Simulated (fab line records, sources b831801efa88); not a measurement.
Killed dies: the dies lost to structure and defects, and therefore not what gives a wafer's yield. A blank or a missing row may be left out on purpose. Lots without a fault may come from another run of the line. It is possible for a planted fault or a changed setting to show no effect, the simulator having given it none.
A lot that was struck, set against a sound lot :: flow sky130 :: 21 steps out of a route of 708
Sound: wafers L963.3, L963.5, L963.6. The struck wafers were L973.3, L973.4, L973.6. The cause is given at the end.
Each step with rows lists, per side, the tool, then ch with its chambers, then its first start. Under that, the readings that differ: sound wafers :: struck wafers :: difference of the means :: sigmas: that difference in standard deviations of wafers without a fault.
alike: readings whose means differ by less than 2 such deviations, and words and numbers that are the same on both sides. not compared: withheld readings, readings that some wafer has no value for, bounds like >300 that may hide the same value, and numbers for which the record gives no deviation and whose values overlap.
A row with sigmas, a row that says differs or no value, or rows on one side alone: a step with any of these is where the two part. Numbers that don't overlap but have no deviation are shown without sigmas and don't part them. Lack of a reading on every wafer of one side parts them only where that side has two or more wafers.

first, 1 step without rows for these wafers: SKY_FIELD_ISO_CVD_24 (deposits SiO2, target thk 595 nm, time 99.2 s).
SKY_FIELD_ISO_THK_MEAS_25:
  struck on film_metro-02, day 6 01:00; sound on film_metro-04, day 3 14:58
  alike: FIELD_ISO_CVD_24_THK
then, 1 step without rows for these wafers: SKY_FIELD_ISO_ANNEAL_26 (time 1800 s).
SKY_FIELD_ISO_CMP_27: polishes, stops on Si3N4, t overpolish 16 s, target thk 457.8 nm.
  sound on cmp-02 ch 0,2,3, day 3 17:04; struck on cmp-02 ch 1,3, day 6 03:11
  alike: edge_zone_pressure_frac, motor_current_A, overpolish_run_s, slurry_flow_ml_min, time_to_endpoint_s
then, 5 steps without rows for these wafers: SKY_FIELD_ISO_WET_ETCH_28 (etches SiO2 in dHF, target depth 23.7 nm, time 47 s); SKY_FIELD_ISO_WET_ETCH_29 (etches Si3N4 in H3PO4, target depth 160 nm, time 1825 s); SKY_FIELD_ISO_WET_ETCH_30 (etches SiO2 in dHF, target depth 25 nm, time 50 s); SKY_NWELL_CLEAN_00 (cleans in SC1/SC2, time 150 s); SKY_NWELL_OXIDATION_01 (stabilise 600 s, purge 300 s, target thk 10 nm).
SKY_NWELL_THK_MEAS_02:
  struck on film_metro-03, day 6 05:48; sound on film_metro-03, day 3 19:17
  alike: NWELL_OXIDATION_THK
then, 2 steps without rows for these wafers: SKY_DNWELL_DEHYDRATE_00 (time 60 s); SKY_DNWELL_HMDS_01 (prime time 60 s).
SKY_DNWELL_COAT_02: resist thk 3000 nm.
  sound on litho_track-03 ch 0, day 4 03:04; struck on litho_track-02 ch 0, day 6 15:22
reading: model.coat_of_DNWELL_COAT_02.thk_nm (nm)
sound: 3001 3011 2998
struck: 2068 2065 2064
difference: -938
sigmas: 
  alike: chill_plate_temp_C, spin_speed_rpm
then, 3 steps without rows for these wafers: SKY_DNWELL_SOFTBAKE_03; SKY_DNWELL_EXPOSE_04 (exposes mask DNM, target cd 3000 nm); SKY_DNWELL_PEB_05.
SKY_DNWELL_DEVELOP_06: develop time 60 s.
  sound: litho_track-01 ch 0; struck: litho_track-02 ch 0
reading: model.coat_of_DNWELL_COAT_02.thk_nm (nm)
sound: 2996 3007 2994
struck: 2063 2061 2060
difference: -938
sigmas: 
  alike: chill_plate_temp_C
following that, these wafers have no rows for 1 step: SKY_DNWELL_IMPLANT_07.
SKY_DNWELL_STRIP_08: strips in O2/N2.
  sound on plasma_asher-03 ch 0,1, day 4 12:07; struck on plasma_asher-01 ch 0,1, day 7 00:51
reading: drypump_motor_current_A (A)
sound: 5.41 5.66 5.41
struck: 5.99 6.27 6.29
difference: +0.69
sigmas: +3

reading: strip_time_to_endpoint_s (s)
sound: 36.92 37.04 36.89
struck: 26.13 26.10 26.08
difference: -10.85
sigmas: -99
  alike: oes_product_au
  not compared: rf_hours_counter_h
SKY_DNWELL_TW_MEAS_09:
  struck on film_metro-04, day 7 00:56; sound on film_metro-01, day 4 12:11
reading: DNWELL_TW
sound: 1128 1132 1135
struck: 1113 1108 1112
difference: -21
sigmas: -2
-- the record jumps here: 43 days lie between the struck wafers' starts before and after (it left off in module DNWELL and takes up again in module PAD_OPEN, whose first step shown is number 708 of the route) --
SKY_PAD_OPEN_PROBE_99:
  struck on prober-02, day 49 19:41; sound on prober-01, day 48 09:34
reading: model.etest.res_deep_nwell.width_nm (nm)
sound: 2996 3012 2987
struck: 3091 3073 3073
difference: +81
sigmas: 

reading: model.etest.res_deep_nwell.line_ohm_um
sound: 743.1 754.6 749.9
struck: 716.9 725.4 726
difference: -26.4
sigmas: 
  alike: killed_at_M0_to_M3, killed_at_M4_up, killed_at_contacts, killed_at_front_end, killed_at_other, killed_dies, killed_open, killed_short
  not compared: model.etest.nfet_05v0_nvt.vt_long_v

## WHERE THEY PART
Last at SKY_DNWELL_TW_MEAS_09 as far as this record goes, first at SKY_DNWELL_STRIP_08. Later steps at which nothing parts them and some readings are alike: SKY_PAD_OPEN_PROBE_99.

WHY: the cause the simulator had injected
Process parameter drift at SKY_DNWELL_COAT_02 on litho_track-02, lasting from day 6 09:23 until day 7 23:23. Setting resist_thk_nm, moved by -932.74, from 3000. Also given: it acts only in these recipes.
